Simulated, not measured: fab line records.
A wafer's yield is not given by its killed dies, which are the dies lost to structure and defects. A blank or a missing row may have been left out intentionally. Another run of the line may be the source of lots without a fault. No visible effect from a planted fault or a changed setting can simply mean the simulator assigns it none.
Which tool is to blame? / flow sky130 / 12 lots, 36 wafers sampled, at 5 steps of a route of 708

WHAT THE GAUGES READ, wafer by wafer
The record lacks any reading of a measuring or inspecting step that a usual standard deviation could be used to judge.

WHAT TOOL EACH LOT RAN ON (gives the tool, then ch and the chambers of the sampled wafers, and finally the start)
lot=L168; SKY_LI_CONTACT_CMP_24=cmp-02 ch 0,1,2, day 30 00:04; SKY_METAL4_METAL_ETCH_18=rie-metal-02 ch 0,1, day 42 18:25; SKY_VIA4_CVD_18=cvd-w-02 ch 0,1, day 43 19:39; SKY_METAL5_SPUTTER_04=pvd-sputter-03, day 43 20:24; SKY_PAD_OPEN_PROBE_99=-
lot=L171; SKY_LI_CONTACT_CMP_24=cmp-01 ch 0,2,3, day 31 00:11; SKY_METAL4_METAL_ETCH_18=rie-metal-02 ch 0,1, day 43 15:04; SKY_VIA4_CVD_18=cvd-w-02 ch 0,1, day 44 16:35; SKY_METAL5_SPUTTER_04=pvd-sputter-03, day 44 17:17; SKY_PAD_OPEN_PROBE_99=prober-01, day 47 12:58
lot=L169; SKY_LI_CONTACT_CMP_24=cmp-02 ch 0,1,3, day 31 01:49; SKY_METAL4_METAL_ETCH_18=rie-metal-02 ch 0, day 43 16:58; SKY_VIA4_CVD_18=cvd-w-02 ch 0,1, day 44 17:59; SKY_METAL5_SPUTTER_04=pvd-sputter-01, day 44 18:44; SKY_PAD_OPEN_PROBE_99=prober-02, day 47 15:13
lot=L172; SKY_LI_CONTACT_CMP_24=cmp-02 ch 2,3, day 31 18:51; SKY_METAL4_METAL_ETCH_18=rie-metal-01 ch 0,1, day 44 07:05; SKY_VIA4_CVD_18=cvd-w-02 ch 0,1, day 45 07:48; SKY_METAL5_SPUTTER_04=pvd-sputter-01, day 45 08:33; SKY_PAD_OPEN_PROBE_99=-
lot=L173; SKY_LI_CONTACT_CMP_24=cmp-02 ch 0,1, day 31 22:14; SKY_METAL4_METAL_ETCH_18=rie-metal-04 ch 0,1, day 44 07:51; SKY_VIA4_CVD_18=cvd-w-01 ch 0,1, day 45 08:25; SKY_METAL5_SPUTTER_04=pvd-sputter-03, day 45 09:18; SKY_PAD_OPEN_PROBE_99=-
lot=L175; SKY_LI_CONTACT_CMP_24=cmp-02 ch 0,1,3, day 32 05:05; SKY_METAL4_METAL_ETCH_18=rie-metal-02 ch 0,1, day 44 15:16; SKY_VIA4_CVD_18=cvd-w-01 ch 0,1, day 45 15:26; SKY_METAL5_SPUTTER_04=pvd-sputter-04, day 45 16:11; SKY_PAD_OPEN_PROBE_99=-
lot=L174; SKY_LI_CONTACT_CMP_24=cmp-02 ch 0,2, day 32 06:17; SKY_METAL4_METAL_ETCH_18=rie-metal-02 ch 0,1, day 44 16:56; SKY_VIA4_CVD_18=cvd-w-01 ch 0, day 45 17:25; SKY_METAL5_SPUTTER_04=pvd-sputter-04, day 45 18:10; SKY_PAD_OPEN_PROBE_99=-
lot=L177; SKY_LI_CONTACT_CMP_24=cmp-02 ch 0,2, day 33 04:09; SKY_METAL4_METAL_ETCH_18=rie-metal-01 ch 1, day 45 07:37; SKY_VIA4_CVD_18=cvd-w-02 ch 0,1, day 46 07:35; SKY_METAL5_SPUTTER_04=pvd-sputter-03, day 46 08:20; SKY_PAD_OPEN_PROBE_99=prober-02, day 49 00:48
lot=L178; SKY_LI_CONTACT_CMP_24=cmp-02 ch 2,3, day 33 08:00; SKY_METAL4_METAL_ETCH_18=rie-metal-02 ch 0,1, day 45 10:29; SKY_VIA4_CVD_18=cvd-w-02 ch 0,1, day 46 10:26; SKY_METAL5_SPUTTER_04=pvd-sputter-04, day 46 11:25; SKY_PAD_OPEN_PROBE_99=prober-01, day 49 03:41
lot=L179; SKY_LI_CONTACT_CMP_24=cmp-02 ch 0,2,3, day 33 17:14; SKY_METAL4_METAL_ETCH_18=rie-metal-04 ch 1, day 45 19:47; SKY_VIA4_CVD_18=cvd-w-01 ch 0,1, day 46 19:04; SKY_METAL5_SPUTTER_04=pvd-sputter-04, day 46 19:50; SKY_PAD_OPEN_PROBE_99=-
lot=L184; SKY_LI_CONTACT_CMP_24=cmp-02 ch 0,1,2, day 35 05:57; SKY_METAL4_METAL_ETCH_18=rie-metal-01 ch 0,1, day 47 01:09; SKY_VIA4_CVD_18=cvd-w-02 ch 0,1, day 47 23:55; SKY_METAL5_SPUTTER_04=pvd-sputter-01, day 48 00:37; SKY_PAD_OPEN_PROBE_99=prober-01, day 50 12:33
lot=L189; SKY_LI_CONTACT_CMP_24=cmp-01 ch 1,3, day 36 16:47; SKY_METAL4_METAL_ETCH_18=rie-metal-02 ch 0,1, day 48 02:40; SKY_VIA4_CVD_18=cvd-w-01 ch 1, day 48 23:53; SKY_METAL5_SPUTTER_04=pvd-sputter-03, day 49 00:38; SKY_PAD_OPEN_PROBE_99=-
- SKY_LI_CONTACT_CMP_24: polishes, stops on PSG, t overpolish 20 s, target thk 0 nm.
- SKY_METAL4_METAL_ETCH_18: etches the open film in Cl2/BCl3, stops on SiO2, target depth 845 nm, time 183.1 s.
- SKY_VIA4_CVD_18: deposits W, target thk 505 nm, time 152.14 s.
- SKY_METAL5_SPUTTER_04: material TiN, target thk 70 nm, time 58.3 s.
- SKY_PAD_OPEN_PROBE_99

WHAT THE TOOLS THEMSELVES READ (means of the sampled wafers that have a number; where no wafer has one, the mark that the record gives instead)
SKY_LI_CONTACT_CMP_24. Usual: motor-current-A 10.6 A, standard deviation 1; overpolish-run-s 20.000 s, standard deviation 0.0089; slurry-filter-dp-kPa 13.49 kPa, standard deviation 0.14; time-to-endpoint-s 97 s, standard deviation 4.9.
lot=L168; tool=cmp-02; motor-current-A (A)=10.3; overpolish-run-s (s)=20.004; slurry-filter-dp-kPa (kPa)=13.49; time-to-endpoint-s (s)=97; flag=
lot=L171; tool=cmp-01; motor-current-A (A)=11.1; overpolish-run-s (s)=20.001; slurry-filter-dp-kPa (kPa)=13.37; time-to-endpoint-s (s)=97; flag=
lot=L169; tool=cmp-02; motor-current-A (A)=10.8; overpolish-run-s (s)=19.996; slurry-filter-dp-kPa (kPa)=13.53; time-to-endpoint-s (s)=98; flag=
lot=L172; tool=cmp-02; motor-current-A (A)=11.3; overpolish-run-s (s)=19.997; slurry-filter-dp-kPa (kPa)=13.61; time-to-endpoint-s (s)=106; flag=
lot=L173; tool=cmp-02; motor-current-A (A)=10.1; overpolish-run-s (s)=20.002; slurry-filter-dp-kPa (kPa)=13.52; time-to-endpoint-s (s)=96; flag=
lot=L175; tool=cmp-02; motor-current-A (A)=10.4; overpolish-run-s (s)=19.994; slurry-filter-dp-kPa (kPa)=13.67; time-to-endpoint-s (s)=99; flag=
lot=L174; tool=cmp-02; motor-current-A (A)=9.8; overpolish-run-s (s)=20.000; slurry-filter-dp-kPa (kPa)=13.47; time-to-endpoint-s (s)=95; flag=
lot=L177; tool=cmp-02; motor-current-A (A)=10.6; overpolish-run-s (s)=20.010; slurry-filter-dp-kPa (kPa)=13.45; time-to-endpoint-s (s)=96; flag=
lot=L178; tool=cmp-02; motor-current-A (A)=11.2; overpolish-run-s (s)=20.001; slurry-filter-dp-kPa (kPa)=13.50; time-to-endpoint-s (s)=104; flag=
lot=L179; tool=cmp-02; motor-current-A (A)=10.4; overpolish-run-s (s)=20.006; slurry-filter-dp-kPa (kPa)=13.53; time-to-endpoint-s (s)=98; flag=
lot=L184; tool=cmp-02; motor-current-A (A)=10.5; overpolish-run-s (s)=19.999; slurry-filter-dp-kPa (kPa)=13.44; time-to-endpoint-s (s)=98; flag=
lot=L189; tool=cmp-01; motor-current-A (A)=10.4; overpolish-run-s (s)=20.003; slurry-filter-dp-kPa (kPa)=13.63; time-to-endpoint-s (s)=97; flag=

SKY_METAL4_METAL_ETCH_18. Usual: drypump-motor-current-A 5.49 A, standard deviation 0.26; oes-product-au 0.867 a.u., standard deviation 0.0069; throttle-valve-pct 22.265 %, standard deviation 0.0087.
lot=L168; tool=rie-metal-02; drypump-motor-current-A (A)=5.56; oes-product-au (a.u.)=0.867; throttle-valve-pct (%)=22.259; flag=
lot=L171; tool=rie-metal-02; drypump-motor-current-A (A)=5.39; oes-product-au (a.u.)=0.861; throttle-valve-pct (%)=22.276; flag=
lot=L169; tool=rie-metal-02; drypump-motor-current-A (A)=5.22; oes-product-au (a.u.)=0.870; throttle-valve-pct (%)=22.266; flag=
lot=L172; tool=rie-metal-01; drypump-motor-current-A (A)=5.41; oes-product-au (a.u.)=0.862; throttle-valve-pct (%)=22.266; flag=
lot=L173; tool=rie-metal-04; drypump-motor-current-A (A)=5.63; oes-product-au (a.u.)=0.870; throttle-valve-pct (%)=22.265; flag=
lot=L175; tool=rie-metal-02; drypump-motor-current-A (A)=5.39; oes-product-au (a.u.)=0.864; throttle-valve-pct (%)=22.260; flag=
lot=L174; tool=rie-metal-02; drypump-motor-current-A (A)=5.39; oes-product-au (a.u.)=0.866; throttle-valve-pct (%)=22.262; flag=
lot=L177; tool=rie-metal-01; drypump-motor-current-A (A)=5.27; oes-product-au (a.u.)=0.873; throttle-valve-pct (%)=22.265; flag=
lot=L178; tool=rie-metal-02; drypump-motor-current-A (A)=5.39; oes-product-au (a.u.)=0.878; throttle-valve-pct (%)=22.251; flag=
lot=L179; tool=rie-metal-04; drypump-motor-current-A (A)=5.83; oes-product-au (a.u.)=0.864; throttle-valve-pct (%)=22.261; flag=
lot=L184; tool=rie-metal-01; drypump-motor-current-A (A)=5.56; oes-product-au (a.u.)=0.871; throttle-valve-pct (%)=22.269; flag=
lot=L189; tool=rie-metal-02; drypump-motor-current-A (A)=5.54; oes-product-au (a.u.)=0.867; throttle-valve-pct (%)=22.270; flag=

SKY_VIA4_CVD_18. Usual: heater-power-w 836 W, standard deviation 95; susceptor-temp-C 399.98 C, standard deviation 0.23.
lot=L168; tool=cvd-w-02; heater-power-w (W)=761; susceptor-temp-C (C)=400.18; flag=
lot=L171; tool=cvd-w-02; heater-power-w (W)=800; susceptor-temp-C (C)=399.90; flag=
lot=L169; tool=cvd-w-02; heater-power-w (W)=795; susceptor-temp-C (C)=399.92; flag=
lot=L172; tool=cvd-w-02; heater-power-w (W)=809; susceptor-temp-C (C)=400.03; flag=
lot=L173; tool=cvd-w-01; heater-power-w (W)=917; susceptor-temp-C (C)=400.15; flag=
lot=L175; tool=cvd-w-01; heater-power-w (W)=859; susceptor-temp-C (C)=399.73; flag=
lot=L174; tool=cvd-w-01; heater-power-w (W)=981; susceptor-temp-C (C)=400.10; flag=
lot=L177; tool=cvd-w-02; heater-power-w (W)=760; susceptor-temp-C (C)=399.87; flag=
lot=L178; tool=cvd-w-02; heater-power-w (W)=800; susceptor-temp-C (C)=400.05; flag=
lot=L179; tool=cvd-w-01; heater-power-w (W)=875; susceptor-temp-C (C)=400.00; flag=
lot=L184; tool=cvd-w-02; heater-power-w (W)=769; susceptor-temp-C (C)=400.25; flag=
lot=L189; tool=cvd-w-01; heater-power-w (W)=799; susceptor-temp-C (C)=399.92; flag=

SKY_METAL5_SPUTTER_04. Usual: throttle-valve-pct reads 29.9 % (standard deviation 0.72).
lot=L168; tool=pvd-sputter-03; throttle-valve-pct (%)=29.3; flag=
lot=L171; tool=pvd-sputter-03; throttle-valve-pct (%)=29.1; flag=
lot=L169; tool=pvd-sputter-01; throttle-valve-pct (%)=30.5; flag=
lot=L172; tool=pvd-sputter-01; throttle-valve-pct (%)=30.5; flag=
lot=L173; tool=pvd-sputter-03; throttle-valve-pct (%)=29.5; flag=
lot=L175; tool=pvd-sputter-04; throttle-valve-pct (%)=30.0; flag=
lot=L174; tool=pvd-sputter-04; throttle-valve-pct (%)=29.9; flag=
lot=L177; tool=pvd-sputter-03; throttle-valve-pct (%)=29.6; flag=
lot=L178; tool=pvd-sputter-04; throttle-valve-pct (%)=29.8; flag=
lot=L179; tool=pvd-sputter-04; throttle-valve-pct (%)=29.7; flag=
lot=L184; tool=pvd-sputter-01; throttle-valve-pct (%)=30.5; flag=
lot=L189; tool=pvd-sputter-03; throttle-valve-pct (%)=29.8; flag=

SKY_PAD_OPEN_PROBE_99. Usual: killed_at_M0_to_M3 43, standard deviation 6.8; killed_at_M4_up 3.2, standard deviation 2; killed-at-contacts 24, standard deviation 5.3; killed-at-front-end 16, standard deviation 4.4; killed-at-other 0.3, standard deviation 0.54; killed-dies 86, standard deviation 9.4; killed-on-rim 16, standard deviation 3.8; killed-open 48, standard deviation 6.6; killed-short 38, standard deviation 6.5.
lot=L171 tool=prober-01 killed_at_M0_to_M3=45 killed_at_M4_up=2.3 killed-at-contacts=23 killed-at-front-end=17 killed-at-other=0.0 killed-dies=88 killed-on-rim=14 killed-open=51 killed-short=37 flag=
lot=L169 tool=prober-02 killed_at_M0_to_M3=51 killed_at_M4_up=4.7 killed-at-contacts=24 killed-at-front-end=15 killed-at-other=0.3 killed-dies=95 killed-on-rim=15 killed-open=47 killed-short=48 flag=
lot=L177 tool=prober-02 killed_at_M0_to_M3=44 killed_at_M4_up=2.7 killed-at-contacts=27 killed-at-front-end=13 killed-at-other=0.7 killed-dies=87 killed-on-rim=20 killed-open=51 killed-short=37 flag=
lot=L178 tool=prober-01 killed_at_M0_to_M3=37 killed_at_M4_up=2.3 killed-at-contacts=25 killed-at-front-end=14 killed-at-other=0.0 killed-dies=78 killed-on-rim=14 killed-open=41 killed-short=37 flag=
lot=L184 tool=prober-01 killed_at_M0_to_M3=40 killed_at_M4_up=3.0 killed-at-contacts=71 killed-at-front-end=16 killed-at-other=0.3 killed-dies=130 killed-on-rim=24 killed-open=43 killed-short=36 flag=OFF

THE ANSWER, worked out from the rows above alone
Rule: take the mean of a lot's wafers that have a number; if it is more than 3 standard deviations from the usual mean, the lot is off. A lot without any number at a reading at which 4 lots or more have one is off too. The other lots that the step has rows for count as sound. Order of review: gauges by route order, followed by the tools' own readings, for which a lot's mean as printed above is used. At the first step where some lot is off, the reading lying furthest off is the one used; lots without a number count as furthest.
Off, at SKY_PAD_OPEN_PROBE_99 on killed-at-contacts: L184. Neither off nor sound, because the step has no rows for them: L168, L172, L173, L175, L174, L179, L189.
A tool fits if, at that step or a process step before it, it ran every lot that is off, and no sound lot after the first of them. Can't be told from this: 5 tools fit, cmp-02 at SKY_LI_CONTACT_CMP_24, rie-metal-01 at SKY_METAL4_METAL_ETCH_18, cvd-w-02 at SKY_VIA4_CVD_18, pvd-sputter-01 at SKY_METAL5_SPUTTER_04, prober-01 at SKY_PAD_OPEN_PROBE_99.

WHAT THE SIMULATOR PUT IN
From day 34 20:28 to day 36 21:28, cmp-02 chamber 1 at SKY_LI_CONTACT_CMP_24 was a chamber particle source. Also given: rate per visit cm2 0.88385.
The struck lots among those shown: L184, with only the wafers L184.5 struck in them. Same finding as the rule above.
